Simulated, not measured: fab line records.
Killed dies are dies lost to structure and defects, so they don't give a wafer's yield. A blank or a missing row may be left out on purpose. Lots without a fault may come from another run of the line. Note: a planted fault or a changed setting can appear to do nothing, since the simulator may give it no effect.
Which tool is to blame? :: flow sky130 :: 42 wafers from 14 lots sampled at 2 of the route's 708 steps

WHAT THE GAUGES SHOWED, per wafer
SKY_CONTACT_THK_MEAS_01.
lot: L806
measured: day 29 17:52
on: film-metro-01
CONTACT_CVD_00_THK (nm): 74.4 75.8 75.2

lot: L808
measured: day 30 20:02
on: film-metro-02
CONTACT_CVD_00_THK (nm): 74.1 75.4 74.4

lot: L809
measured: day 31 09:40
on: film-metro-03
CONTACT_CVD_00_THK (nm): 73.7 75.0 75.7

lot: L810
measured: day 31 17:21
on: film-metro-01
CONTACT_CVD_00_THK (nm): 75.4 75.4 76.5

lot: L811
measured: day 31 21:38
on: film-metro-02
CONTACT_CVD_00_THK (nm): 73.3 74.9 75.3

lot: L812
measured: day 32 04:22
on: film-metro-03
CONTACT_CVD_00_THK (nm): 76.4 74.9 77.2

lot: L813
measured: day 32 14:37
on: film-metro-03
CONTACT_CVD_00_THK (nm): 74.2 74.7 73.9

lot: L816
measured: day 33 15:50
on: film-metro-02
CONTACT_CVD_00_THK (nm): 74.6 76.4 76.6

lot: L817
measured: day 34 02:16
on: film-metro-01
CONTACT_CVD_00_THK (nm): 72.6 74.4 74.6

lot: L818
measured: day 34 11:28
on: film-metro-03
CONTACT_CVD_00_THK (nm): 73.9 73.8 74.8

lot: L826
measured: day 36 22:37
on: film-metro-02
CONTACT_CVD_00_THK (nm): 73.0 73.8 74.3

lot: L827
measured: day 37 03:41
on: film-metro-03
CONTACT_CVD_00_THK (nm): 76.1 75.8 75.9

lot: L828
measured: day 37 14:47
on: film-metro-01
CONTACT_CVD_00_THK (nm): 73.8 74.5 75.9

lot: L829
measured: day 37 18:39
on: film-metro-01
CONTACT_CVD_00_THK (nm): 74.7 73.5 74.1

SKY_CONTACT_THK_MEAS_03.
lot: L806
measured: day 29 18:00
on: film-metro-03
CONTACT_HDPCVD_THK (nm): 555 561 560

lot: L808
measured: day 30 20:10
on: film-metro-01
CONTACT_HDPCVD_THK (nm): 567 557 555

lot: L809
measured: day 31 09:48
on: film-metro-02
CONTACT_HDPCVD_THK (nm): 575 561 571

lot: L810
measured: day 31 17:29
on: film-metro-03
CONTACT_HDPCVD_THK (nm): 557 562 561

lot: L811
measured: day 31 21:46
on: film-metro-03
CONTACT_HDPCVD_THK (nm): 568 557 566

lot: L812
measured: day 32 04:29
on: film-metro-02
CONTACT_HDPCVD_THK (nm): 562 558 559

lot: L813
measured: day 32 14:45
on: film-metro-02
CONTACT_HDPCVD_THK (nm): 562 572 564

lot: L816
measured: day 33 15:58
on: film-metro-03
CONTACT_HDPCVD_THK (nm): 556 566 566

lot: L817
measured: day 34 02:23
on: film-metro-03
CONTACT_HDPCVD_THK (nm): 559 555 548

lot: L818
measured: day 34 11:36
on: film-metro-03
CONTACT_HDPCVD_THK (nm): 564 556 556

lot: L826
measured: day 36 22:44
on: film-metro-01
CONTACT_HDPCVD_THK (nm): 569 567 563

lot: L827
measured: day 37 03:49
on: film-metro-01
CONTACT_HDPCVD_THK (nm): 559 561 564

lot: L828
measured: day 37 14:55
on: film-metro-02
CONTACT_HDPCVD_THK (nm): 567 570 567

lot: L829
measured: day 37 18:47
on: film-metro-03
CONTACT_HDPCVD_THK (nm): 559 563 558

TOOL THAT RAN EACH LOT (tool first, then ch and the chambers of the sampled wafers, then the start)
Before these readings, the record contains no process step.

WHAT THE TOOLS THEMSELVES READ (means of the sampled wafers that have a number; where no wafer has one, the mark that the record gives instead)
The record holds no such reading with a usual standard deviation.

THE ANSWER, worked out from the rows above alone
Rule: the lots themselves supply what counts as usual. The widest of any qualifying gaps counts: lots, ordered by their means at a reading, are off when they make up no more than a third of the lots, leave a main group of 4 or more, and stand apart from it by 3 or more times the standard deviation of that group's means. Not used: any main group whose means are identical at the precision the tables above print for the reading. Also off: a lot with no number at a reading for which 4 or more lots have one. Any other lot the step has rows for is counted as sound. First the gauges in route order, then the tools' own readings, where a lot's mean is used as printed above. At the first step where some lot is off, the reading lying furthest off is the one used; lots without a number count as furthest.
Across all readings shown, no lot is off: no conclusion can be drawn from this.

WHAT HAD BEEN PUT IN BY THE SIMULATOR
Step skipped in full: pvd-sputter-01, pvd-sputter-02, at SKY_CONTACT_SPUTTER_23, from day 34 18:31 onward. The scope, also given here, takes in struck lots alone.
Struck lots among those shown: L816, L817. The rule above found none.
